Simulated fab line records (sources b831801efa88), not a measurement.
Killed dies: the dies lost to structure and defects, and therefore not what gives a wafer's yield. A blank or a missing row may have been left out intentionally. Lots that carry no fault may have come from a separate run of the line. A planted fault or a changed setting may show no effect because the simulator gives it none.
A single fault, viewed from 2 desks / flow sfq_line / each desk has only its own numbers; what lay behind them comes last

## FROM THE METROLOGY DESK
Means of the sampled wafers that have a number, per lot and without regard to the tool the lot ran on: this is what the gauges read. A lot is out of limits, marked OUT, if its mean lies more than 4 standard deviations from the usual mean; the brackets give that distance.
Columns: A = L0V_OVL at SFQ_L0V_OVL_MEAS_903, usual -3 nm; B = C5_OVL at SFQ_C5_OVL_MEAS_937, usual -3 nm
lot=L862; first seen here=day 5 01:31; A=-8; B=-1
lot=L863; first seen here=day 5 05:08; A=2; B=-11
lot=L865; first seen here=day 5 18:19; A=-10; B=-9
lot=L866; first seen here=day 6 02:44; A=-7; B=-4
lot=L867; first seen here=day 6 08:44; A=-1; B=-9
lot=L868; first seen here=day 6 13:32; A=-2; B=-3
lot=L869; first seen here=day 6 18:20; A=-8; B=4
lot=L870; first seen here=day 7 05:52; A=-5; B=-9
lot=L872; first seen here=day 9 07:38; A=-2; B=-1
lot=L873; first seen here=day 9 13:37; A=-5; B=0
lot=L874; first seen here=day 9 19:38; A=-7; B=-5
lot=L875; first seen here=day 10 02:50; A=-6; B=0
lot=L878; first seen here=day 10 16:02; A=-2; B=4
lot=L879; first seen here=day 10 20:49; A=-7; B=-1
Result from this desk: across the 14 lots, nothing is out of limits.

## DESK OF THE TOOL OWNER: pecvd-01
The tool's own readings at SFQ_TRILAYER_I1_DEP_PECVD_045 (deposits SiO2 from SiH4/N2O, time 111.11 s, target thk 500 nm): means of the sampled wafers that have a number, for each lot that ran on this tool. A lot is out of limits, marked OUT, if its mean lies more than 4 standard deviations from the usual mean; the brackets give that distance.
Columns: A = heater_power_outer_w at SFQ_TRILAYER_I1_DEP_PECVD_045, usual 32 W; B = heater_power_w at SFQ_TRILAYER_I1_DEP_PECVD_045, usual 83 W; C = rf_fwd_power_W at SFQ_TRILAYER_I1_DEP_PECVD_045, usual 182.3 W; D = showerhead_vpp_V at SFQ_TRILAYER_I1_DEP_PECVD_045, usual 833 V; E = throttle_valve_pct at SFQ_TRILAYER_I1_DEP_PECVD_045, usual 25.8 %
lot=L866; first seen here=day 16 18:31; A=27; B=76; C=182.8; D=843; E=25.0
lot=L868; first seen here=day 18 05:34; A=32; B=90; C=181.6; D=794; E=24.8
lot=L874; first seen here=day 22 01:58; A=30; B=86; C=182.8; D=841; E=25.7
lot=L875; first seen here=day 22 10:23; A=26; B=78; C=182.9; D=791; E=25.0
lot=L878; first seen here=day 24 16:43; A=18; B=65; C=212.0 (+46) OUT; D=953; E=26.3
lot=L879; first seen here=day 25 00:10; A=20; B=67; C=211.4 (+45) OUT; D=910; E=25.8
Finding of this desk: L878, L879 out of limits; the first was L878 at day 24 16:43, on rf_fwd_power_W at SFQ_TRILAYER_I1_DEP_PECVD_045. L866, L868, L874, L875 stayed within limits.

## TAKEN TOGETHER
At day 24 16:43, on L878, L879, the tool owner's desk was in a position to raise an alarm.
Nothing out of limits was seen by the metrology desk.
The metrology desk holds a record of L878, L879, inside its limits.
On pecvd-01, each named lot ran SFQ_TRILAYER_I1_DEP_PECVD_045.

## WHAT THE SIMULATOR PUT IN
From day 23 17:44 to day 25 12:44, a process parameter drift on pecvd-01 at SFQ_TRILAYER_I1_DEP_PECVD_045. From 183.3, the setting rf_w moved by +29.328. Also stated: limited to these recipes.
Struck lots among those shown: L878, L879.
Each desk's first reading out of limits, in hours after the fault started: the tool owner's desk, 23.
